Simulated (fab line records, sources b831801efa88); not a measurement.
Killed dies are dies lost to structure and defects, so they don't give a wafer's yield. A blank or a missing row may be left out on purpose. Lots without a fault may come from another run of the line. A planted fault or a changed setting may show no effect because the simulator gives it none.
A struck lot beside a sound one | flow gf180mcu | 16 steps out of a route of 602
Sound: wafers L595.1, L595.2, L595.6. Struck: wafers L585.4, L585.5, L585.6. The cause comes at the end.
At each step with rows: each side's tool, then ch and its chambers, then its first start. Under that, the readings that differ: sound wafers | struck wafers | difference of the means | sigmas: that difference in standard deviations of wafers without a fault.
alike: readings whose means differ by less than 2 such deviations, and words and numbers that are the same on both sides. not compared: withheld readings, readings that some wafer has no value for, bounds like >300 that may hide the same value, and numbers for which the record gives no deviation and whose values overlap.
The two part at a step that has a row with sigmas, a row that says differs or no value, or rows on one side only. Numbers that don't overlap but have no deviation are shown without sigmas and don't part them. A reading that every wafer of one side lacks parts them only if that side has two wafers or more.

GF_M1_SPUTTER_04: material TiN, target thk 50 nm, time 41.7 s.
  sound on pvd_sputter-02, day 23 12:28; struck on pvd_sputter-04, day 20 12:54
  alike: throttle_valve_pct
GF_M1_RS_MEAS_05: measures by four-point-probe.
  sound on film_metro-02, day 23 12:31; struck on film_metro-02, day 20 13:00
  alike: M1_ALCU_RS
GF_M1_THK_MEAS_06: measures by xrf.
  sound on film_metro-02, day 23 12:38; struck on film_metro-02, day 20 13:05
  alike: M1_ALCU_THK
then, 7 steps without rows for these wafers: GF_M1_DEHYDRATE_07 (time 60 s); GF_M1_HMDS_08 (prime time 60 s); GF_M1_COAT_09 (resist thk 1000 nm); GF_M1_SOFTBAKE_10 (time 60 s); GF_M1_EXPOSE_11 (exposes mask Metal1, target cd 230 nm); GF_M1_PEB_12 (peb time 90 s); GF_M1_DEVELOP_13 (develop time 60 s).
GF_M1_CD_MEAS_14: target cd 230 nm.
  sound on cd_sem-01, day 24 11:00; struck on cd_sem-02, day 21 13:24
  alike: cd_nm
GF_M1_OVL_MEAS_15:
  sound on overlay-01, day 24 11:07; struck on overlay-01, day 21 13:28
  reading     | sound | struck    | difference | sigmas
  M1_OVL (nm) | 5 5 4 | -6 -10 -8 | -13        | -2
GF_M1_METAL_ETCH_16: etches the open film in Cl2/BCl3, stops on SiO2, target depth 750.8 nm, time 125.1 s.
  sound on rie_metal-04 ch 1, day 24 11:09; struck on rie_metal-04 ch 0,1, day 21 13:32
  no value came back on the struck wafers for any of 6 readings (bcl3_flow_sccm (sccm), bias_w (W) and others); on the sound wafers bcl3_flow_sccm (sccm) reads 39.99 40.08 40.04
  reading                             | sound             | struck            | difference | sigmas
  model.KrF_of_M1_COAT_09.thk_nm (nm) | 697.6 697.8 694.4 | 988.3 985.2 983.6 | +289.1     |
  not compared: rf_hours_counter_h
GF_M1_STRIP_17: strips in O2/N2.
  sound on plasma_asher-04 ch 0,1, day 24 11:25; struck on plasma_asher-01 ch 0,1, day 21 13:40
  reading                      | sound             | struck            | difference | sigmas
  oes_product_au (a.u.)        | 0.542 0.550 0.536 | 0.667 0.657 0.663 | +0.120     | +21
  strip_time_to_endpoint_s (s) | 7.51 7.50 7.49    | 10.24 10.21 10.19 | +2.71      | +40
  alike: chamber_pressure_mTorr, drypump_motor_current_A, heater_power_w
  not compared: rf_hours_counter_h
then, 1 step without rows for these wafers: GF_M1_STRIP_18 (strips in post etch residue remover, time 1200 s).
-- the record jumps here: 11 days lie between the struck wafers' starts before and after (it left off in module M1 and takes up again in module PASSIVATION, whose first step shown is number 602 of the route) --
GF_PASSIVATION_PROBE_99:
  the record has rows for the struck wafers here (prober-01, day 32 12:37) and none for the sound ones

WHERE THEY PART
First at GF_M1_OVL_MEAS_15; last, within this record, at GF_PASSIVATION_PROBE_99.

WHY: what the simulator had put in
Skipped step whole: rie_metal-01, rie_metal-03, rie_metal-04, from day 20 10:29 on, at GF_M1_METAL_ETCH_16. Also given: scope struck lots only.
